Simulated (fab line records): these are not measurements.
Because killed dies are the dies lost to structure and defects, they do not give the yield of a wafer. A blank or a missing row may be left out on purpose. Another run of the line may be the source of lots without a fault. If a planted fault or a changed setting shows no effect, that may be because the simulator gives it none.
Which of the tools did it? | flow sky130 | 36 wafers from 12 lots sampled at 5 of the route's 708 steps

## WHAT EACH GAUGE READ, for each wafer
SKY_VIA2_OVL_MEAS_13.
lot  | measured     | on         | VIA2_OVL (nm)
L075 | day 37 02:07 | overlay-02 | 6 5 1
L077 | day 38 01:22 | overlay-02 | -2 -7 -4
L078 | day 38 16:22 | overlay-02 | 7 -13 1
L080 | day 38 20:39 | overlay-01 | -8 6 2
L082 | day 39 01:37 | overlay-01 | -6 0 -2
L085 | day 39 18:01 | overlay-01 | 0 -2 1
L087 | day 40 11:28 | overlay-02 | -5 -1 2
L089 | day 40 20:28 | overlay-01 | -8 -2 3
L091 | day 41 11:07 | overlay-02 | 9 0 12
L093 | day 42 11:40 | overlay-02 | -10 -9 -3
L094 | day 42 20:21 | overlay-02 | -8 7 0
L097 | day 43 07:10 | overlay-01 | 1 -7 -5

## EACH LOT AND THE TOOL THAT RAN IT (in order: tool; ch and the chambers of the sampled wafers; start)
lot  | SKY_LDD_HVN_STRIP_09                | SKY_CONTACT_CMP_04            | SKY_VIA1_SPUTTER_20         | SKY_METAL2_SPUTTER_02
L075 | plasmaAsher-02 ch 0,1, day 20 12:55 | cmp-01 ch 1,3, day 31 07:02   | pvdSputter-01, day 34 19:19 | pvdSputter-02, day 34 20:06
L077 | plasmaAsher-04 ch 0,1, day 22 09:20 | cmp-02 ch 0,1,3, day 32 07:04 | pvdSputter-04, day 35 19:37 | pvdSputter-02, day 35 20:21
L078 | plasmaAsher-01 ch 0,1, day 23 05:42 | cmp-01 ch 0,1,3, day 33 00:58 | pvdSputter-02, day 36 11:14 | pvdSputter-03, day 36 11:56
L080 | plasmaAsher-01 ch 0,1, day 23 09:38 | cmp-01 ch 1,3, day 33 05:32   | pvdSputter-04, day 36 16:21 | pvdSputter-03, day 36 17:02
L082 | plasmaAsher-01 ch 0,1, day 23 15:17 | cmp-02 ch 0,1, day 33 08:26   | pvdSputter-01, day 36 20:44 | pvdSputter-03, day 36 21:25
L085 | plasmaAsher-04 ch 0,1, day 24 07:58 | cmp-01 ch 0,1,3, day 34 01:47 | pvdSputter-04, day 37 12:52 | pvdSputter-01, day 37 13:38
L087 | plasmaAsher-04 ch 0,1, day 25 05:49 | cmp-01 ch 0,1, day 34 21:20   | pvdSputter-04, day 38 07:29 | pvdSputter-03, day 38 08:10
L089 | plasmaAsher-04 ch 0, day 25 18:16   | cmp-02 ch 0,2, day 35 07:11   | pvdSputter-04, day 38 16:38 | pvdSputter-02, day 38 17:19
L091 | plasmaAsher-01 ch 0,1, day 26 10:01 | cmp-02 ch 1,2,3, day 35 22:49 | pvdSputter-01, day 39 07:43 | pvdSputter-03, day 39 08:23
L093 | plasmaAsher-04 ch 0,1, day 27 21:59 | cmp-01 ch 1,3, day 37 03:29   | pvdSputter-02, day 40 09:50 | pvdSputter-01, day 40 10:31
L094 | plasmaAsher-04 ch 0, day 28 00:29   | cmp-01 ch 0,1,2, day 37 09:56 | pvdSputter-01, day 40 18:43 | pvdSputter-01, day 40 19:24
L097 | plasmaAsher-04 ch 0,1, day 28 21:20 | cmp-02 ch 0,1,3, day 38 01:14 | pvdSputter-02, day 41 06:26 | pvdSputter-01, day 41 07:08
- SKY_LDD_HVN_STRIP_09: strips in O2/N2.
- SKY_CONTACT_CMP_04: polishes SiO2.
- SKY_VIA1_SPUTTER_20: material TiN, target thk 20 nm, time 80 s.
- SKY_METAL2_SPUTTER_02: material AlCu, target thk 250 nm, time 12.9 s.

## THE ANSWER, worked out from the rows above alone
Rule: what is usual is taken from the lots themselves. Put in order of their means at a reading, lots are off if they are a third of the lots or fewer, leave a main group of 4 or more, and stand apart from it by a gap of 3 or more times the standard deviation of the main group's means; of several such gaps the widest counts. The tables above print the reading to a certain number of digits; a main group whose means all agree to those digits is not used. A lot without any number at a reading at which 4 lots or more have one is off too. The other lots that the step has rows for count as sound.
None of the lots is off at any reading shown; this tells nothing.

## WHAT THE SIMULATOR HAD INSERTED
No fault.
